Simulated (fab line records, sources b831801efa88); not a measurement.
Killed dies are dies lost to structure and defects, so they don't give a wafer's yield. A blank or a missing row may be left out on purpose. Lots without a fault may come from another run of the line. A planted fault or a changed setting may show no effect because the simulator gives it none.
Chamber matching | flow sky130 | SKY_FIELD_ISO_ETCH_15 on rie_diel-04: 4 sister chambers
The step etches the open film in CHF3/O2, stops on Si, target depth 180 nm, time 72 s. 16 wafers are shown with their chamber, then 8 later ones without.

WAFERS WITH THEIR CHAMBER
wafer  | chamber | drypump_motor_current_A (A) | throttle_valve_pct (%) | oes_product_au (a.u.)
L265.2 | 3       | 5.4                         | 8.840                  | 0.884
L265.4 | 2       | 5.2                         | 8.837                  | 0.887
L265.6 | 2       | 5.2                         | 8.815                  | 0.881
L267.2 | 1       | 6.2                         | 8.832                  | 0.891
L267.4 | 2       | 5.1                         | 8.823                  | 0.886
L267.5 | 3       | 5.4                         | 8.819                  | 0.896
L269.1 | 1       | 6.3                         | 8.834                  | 0.880
L269.3 | 0       | 5.0                         | 8.837                  | 0.887
L269.5 | 1       | 6.3                         | 8.812                  | 0.878
L273.3 | 1       | 6.3                         | 8.815                  | 0.895
L273.4 | 3       | 5.4                         | 8.831                  | 0.882
L273.5 | 3       | 5.4                         | 8.821                  | 0.878
L276.1 | 2       | 5.1                         | 8.823                  | 0.900
L276.4 | 1       | 6.3                         | 8.817                  | 0.899
L276.6 | 2       | 5.1                         | 8.812                  | 0.903
L279.2 | 0       | 5.0                         | 8.836                  | 0.896

SIGNATURES (means of the wafers above)
reading                 | chamber 0 | chamber 1 | chamber 2 | chamber 3 | scatter within a chamber
drypump_motor_current_A | 5.000     | 6.280     | 5.140     | 5.400     | 0.0408
throttle_valve_pct      | 8.83650   | 8.82200   | 8.82200   | 8.82775   | 0.00947
oes_product_au          | 0.89150   | 0.88860   | 0.89140   | 0.88500   | 0.00879
Rule: a wafer's distance from a chamber is the root of the sum, over the readings, of the square of ((its reading less the chamber's mean) divided by the reading's scatter). The wafer belongs to the nearest chamber; if the next one is less than 2 further off, it can't be placed. The scatter: the root of (the sum of the squares of (reading less its chamber's mean) over the shown wafers, divided by (wafers less chambers)).

WAFERS WITHOUT THEIR CHAMBER
wafer  | drypump_motor_current_A (A) | throttle_valve_pct (%) | oes_product_au (a.u.)
L279.3 | 5.1                         | 8.836                  | 0.893
L279.6 | 5.5                         | 8.829                  | 0.891
L281.2 | 5.2                         | 8.804                  | 0.888
L281.4 | 5.0                         | 8.815                  | 0.893
L281.5 | 5.0                         | 8.829                  | 0.887
L286.2 | 5.1                         | 8.839                  | 0.892
L286.3 | 6.3                         | 8.843                  | 0.890
L286.6 | 5.0                         | 8.820                  | 0.887

WHICH CHAMBER EACH WENT THROUGH
wafer  | from the rows above     | in truth
L279.3 | can't be placed: 2 or 0 | 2
L279.6 | 3                       | 3
L281.2 | 2                       | 2
L281.4 | can't be placed: 0 or 2 | 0
L281.5 | 0                       | 0
L286.2 | can't be placed: 2 or 0 | 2
L286.3 | 1                       | 1
L286.6 | can't be placed: 0 or 2 | 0
Placed correctly: 4 of 8. Can't be placed from these rows: 4 (the true chamber is among the candidates in 4). Placed wrongly: 0.
